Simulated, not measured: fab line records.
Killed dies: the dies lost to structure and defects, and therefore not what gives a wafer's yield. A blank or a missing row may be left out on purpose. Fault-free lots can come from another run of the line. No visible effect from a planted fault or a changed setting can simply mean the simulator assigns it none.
Struck lot and sound lot, side by side	flow gf180mcu	15 steps out of a route of 602
Sound: these wafers, L456.2, L456.4, L456.5. Struck: wafers L469.2, L469.5 (left out: L469.6, a lot-mate that was not struck); the cause follows at the end.
For every step that has rows: the tool of each side, followed by ch and its chambers, followed by its first start. Under that, the readings that differ: sound wafers	struck wafers	difference of the means	sigmas: that difference in standard deviations of wafers without a fault.
alike: readings whose means differ by less than 2 such deviations, and words and numbers that are the same on both sides. not compared: withheld readings, readings that some wafer has no value for, bounds like >300 that may hide the same value, and numbers for which the record gives no deviation and whose values overlap.
The two part at a step that has a row with sigmas, a row that says differs or no value, or rows on one side only. When numbers do not overlap yet have no deviation, they are printed without sigmas and do not part them. A reading missing from all wafers of one side parts the sides only when that side holds two or more wafers.

GF_M3_SPUTTER_04: material TiN, target thk 50 nm, time 41.7 s.
  sound on pvd sputter-03, day 20 13:58; struck on pvd sputter-04, day 26 02:27
  alike: chamber pressure pa, throttle valve pct
GF_M3_RS_MEAS_05: the measuring method here is four-point-probe.
  sound on film metro-01, day 20 14:01; struck on film metro-01, day 26 02:31
  alike: M3_ALCU_RS
GF_M3_THK_MEAS_06: measures by xrf.
  sound on film metro-01, day 20 14:08; struck on film metro-01, day 26 02:37
  alike: M3_ALCU_THK
then, 7 steps without rows for these wafers: GF_M3_DEHYDRATE_07 (time 60 s); GF_M3_HMDS_08 (prime time 60 s); GF_M3_COAT_09 (resist thk 1000 nm); GF_M3_SOFTBAKE_10 (time 60 s); GF_M3_EXPOSE_11 (exposes mask Metal3, target cd 280 nm); GF_M3_PEB_12 (peb time 90 s); GF_M3_DEVELOP_13 (develop time 60 s).
GF_M3_CD_MEAS_14: the cd target is 280 nm.
  sound on cd sem-02, day 21 14:30; struck on cd sem-02, day 26 22:47
  alike: cd nm
GF_M3_OVL_MEAS_15:
  sound on overlay-01, day 21 14:37; struck on overlay-01, day 26 22:54
  alike: M3_OVL
GF_M3_METAL_ETCH_16: etches the open film in Cl2/BCl3, stops on SiO2, target depth 750.8 nm, time 125.1 s.
  sound on rie metal-03 ch 0,1, day 21 14:38; struck on rie metal-04 ch 0, day 26 22:56
reading	sound	struck	difference	sigmas
bias w (W)	139.1 139.4 140.0	175.4 175.1	+35.8	+89
model.KrF_of_M3_COAT_09.thk nm (nm)	693.1 680.3 680.2	673.5 670.3	-12.6	
  alike: bcl3 flow sccm, drypump motor current A, oes product au, throttle valve pct
  not compared: rf hours counter h
GF_M3_STRIP_17: strips in O2/N2.
  sound on plasma asher-01 ch 1, day 21 14:46; struck on plasma asher-01 ch 0,1, day 26 23:04
reading	sound	struck	difference	sigmas
strip time to endpoint s (s)	7.46 7.35 7.34	7.27 7.24	-0.13	-3
  alike: drypump motor current A, heater power w, n2 flow sccm, oes product au
  not compared: rf hours counter h
then, 1 step without rows for these wafers: GF_M3_STRIP_18 (strips in post etch residue remover, time 1200 s).

== WHERE THEY PART ==
At GF_M3_METAL_ETCH_16 first; at GF_M3_STRIP_17 last (within this record only).

WHY: whatever the simulator had introduced
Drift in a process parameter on rie metal-04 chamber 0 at GF_M3_METAL_ETCH_16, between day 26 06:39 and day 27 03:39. From 140, the setting bias w moved by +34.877. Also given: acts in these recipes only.
